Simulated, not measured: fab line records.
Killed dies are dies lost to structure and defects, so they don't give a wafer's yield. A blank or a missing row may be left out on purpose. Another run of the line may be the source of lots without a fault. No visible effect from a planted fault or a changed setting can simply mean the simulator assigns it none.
Which tool did it? ; flow sky130 ; 12 lots, 36 wafers sampled, at 4 steps of a route of 708

WHAT THE GAUGES READ, wafer by wafer
SKY_VIA1_THK_MEAS_01. Usual: VIA1_HDPCVD_THK gives 1037 nm (standard deviation 11).
lot;measured;on;VIA1_HDPCVD_THK (nm);flag
L667;day 33 13:48;film-metro-03;1030 1050 1032;
L668;day 33 16:40;film-metro-01;1027 1024 1027;
L672;day 34 15:38;film-metro-03;1043 1033 1030;
L675;day 35 16:11;film-metro-01;1032 1035 1032;
L678;day 36 22:28;film-metro-04;2066 2085 2107;OFF
L679;day 37 02:35;film-metro-01;2071 2089 2100;OFF
L681;day 37 15:56;film-metro-03;2098 2092 2084;OFF
L685;day 38 17:15;film-metro-01;1044 1028 1039;
L686;day 39 05:45;film-metro-01;1030 1020 1015;
L687;day 39 06:08;film-metro-04;1052 1046 1043;
L690;day 40 09:40;film-metro-04;1020 1036 1026;
L689;day 40 12:32;film-metro-04;1029 1031 1021;

WHAT TOOL EACH LOT RAN ON (gives the tool, then ch and the chambers of the sampled wafers, and finally the start)
lot;SKY_CONTACT_SPUTTER_23;SKY_METAL1_SPUTTER_01;SKY_VIA1_HDPCVD_00
L667;pvd-sputter-04, day 32 07:41;pvd-sputter-02, day 32 08:21;hdpcvd-02 ch 0,1, day 33 13:41
L668;pvd-sputter-03, day 32 10:38;pvd-sputter-02, day 32 11:18;hdpcvd-02 ch 0,2, day 33 16:33
L672;pvd-sputter-02, day 33 11:10;pvd-sputter-03, day 33 11:50;hdpcvd-02 ch 1,2, day 34 15:27
L675;pvd-sputter-04, day 34 11:44;pvd-sputter-01, day 34 12:25;hdpcvd-01 ch 1,2, day 35 16:03
L678;pvd-sputter-02, day 35 18:35;pvd-sputter-01, day 35 19:16;hdpcvd-01 ch 0,1,2, day 36 21:54
L679;pvd-sputter-04, day 35 22:36;pvd-sputter-02, day 35 23:17;hdpcvd-01 ch 0,2, day 37 02:12
L681;pvd-sputter-04, day 36 11:33;pvd-sputter-02, day 36 12:14;hdpcvd-01 ch 0,1,2, day 37 15:26
L685;pvd-sputter-02, day 37 15:01;pvd-sputter-01, day 37 15:41;hdpcvd-01 ch 0,1, day 38 17:08
L686;pvd-sputter-03, day 38 02:24;pvd-sputter-01, day 38 03:05;hdpcvd-02 ch 0,2, day 39 05:38
L687;pvd-sputter-04, day 38 03:03;pvd-sputter-02, day 38 03:44;hdpcvd-01 ch 0,1,2, day 39 06:02
L690;pvd-sputter-02, day 39 06:53;pvd-sputter-03, day 39 07:34;hdpcvd-01 ch 0,1,2, day 40 09:34
L689;pvd-sputter-04, day 39 10:01;pvd-sputter-01, day 39 10:42;hdpcvd-01 ch 0,1,2, day 40 12:27
- SKY_CONTACT_SPUTTER_23: material TiN, target thk 20 nm, time 80 s.
- SKY_METAL1_SPUTTER_01: material TiN, target thk 20 nm, time 16.7 s.
- SKY_VIA1_HDPCVD_00: deposits SiO2, target thk 1030 nm, time 171.7 s.

WHAT THE TOOLS THEMSELVES READ (means of the sampled wafers that have a number; where no wafer has one, the mark that the record gives instead)
SKY_CONTACT_SPUTTER_23. Usual: throttle-valve-pct reads 30.1 % (standard deviation 0.92).
lot;tool;throttle-valve-pct (%);flag
L667;pvd-sputter-04;30.3;
L668;pvd-sputter-03;29.4;
L672;pvd-sputter-02;29.5;
L675;pvd-sputter-04;30.7;
L678;pvd-sputter-02;30.7;
L679;pvd-sputter-04;31.0;
L681;pvd-sputter-04;29.8;
L685;pvd-sputter-02;30.0;
L686;pvd-sputter-03;29.3;
L687;pvd-sputter-04;30.7;
L690;pvd-sputter-02;30.1;
L689;pvd-sputter-04;30.4;

SKY_METAL1_SPUTTER_01. Usual: throttle-valve-pct reads 29.7 % (standard deviation 0.86).
lot;tool;throttle-valve-pct (%);flag
L667;pvd-sputter-02;30.1;
L668;pvd-sputter-02;30.4;
L672;pvd-sputter-03;29.4;
L675;pvd-sputter-01;29.2;
L678;pvd-sputter-01;29.6;
L679;pvd-sputter-02;29.9;
L681;pvd-sputter-02;30.3;
L685;pvd-sputter-01;30.2;
L686;pvd-sputter-01;29.7;
L687;pvd-sputter-02;30.0;
L690;pvd-sputter-03;29.1;
L689;pvd-sputter-01;29.1;

SKY_VIA1_HDPCVD_00. Usual: susceptor-temp-C reads 400.00 C (standard deviation 0.23).
lot;tool;susceptor-temp-C (C);flag
L667;hdpcvd-02;399.95;
L668;hdpcvd-02;399.93;
L672;hdpcvd-02;399.79;
L675;hdpcvd-01;399.61;
L678;hdpcvd-01;399.89;
L679;hdpcvd-01;400.01;
L681;hdpcvd-01;399.98;
L685;hdpcvd-01;400.13;
L686;hdpcvd-02;400.05;
L687;hdpcvd-01;399.82;
L690;hdpcvd-01;400.03;
L689;hdpcvd-01;400.03;

THE ANSWER, worked out from the rows above alone
Rule: a lot is off if the mean of its wafers that have a number lies more than 3 standard deviations from the usual mean. Also off: a lot with no number at a reading for which 4 or more lots have one. The other lots that the step has rows for count as sound. Order of review: gauges by route order, followed by the tools' own readings, for which a lot's mean as printed above is used. At the first step where some lot is off, the reading lying furthest off is the one used; lots without a number count as furthest.
Off: L678, L679, L681, at SKY_VIA1_THK_MEAS_01 (VIA1_HDPCVD_THK).
If a tool, at a process step before that reading, ran all the lots that are off and no sound lot after the first of them, it fits. Gauges at SKY_VIA1_THK_MEAS_01: tried the same way as those tools. No candidate that was tried fits.

WHAT THE SIMULATOR PUT IN
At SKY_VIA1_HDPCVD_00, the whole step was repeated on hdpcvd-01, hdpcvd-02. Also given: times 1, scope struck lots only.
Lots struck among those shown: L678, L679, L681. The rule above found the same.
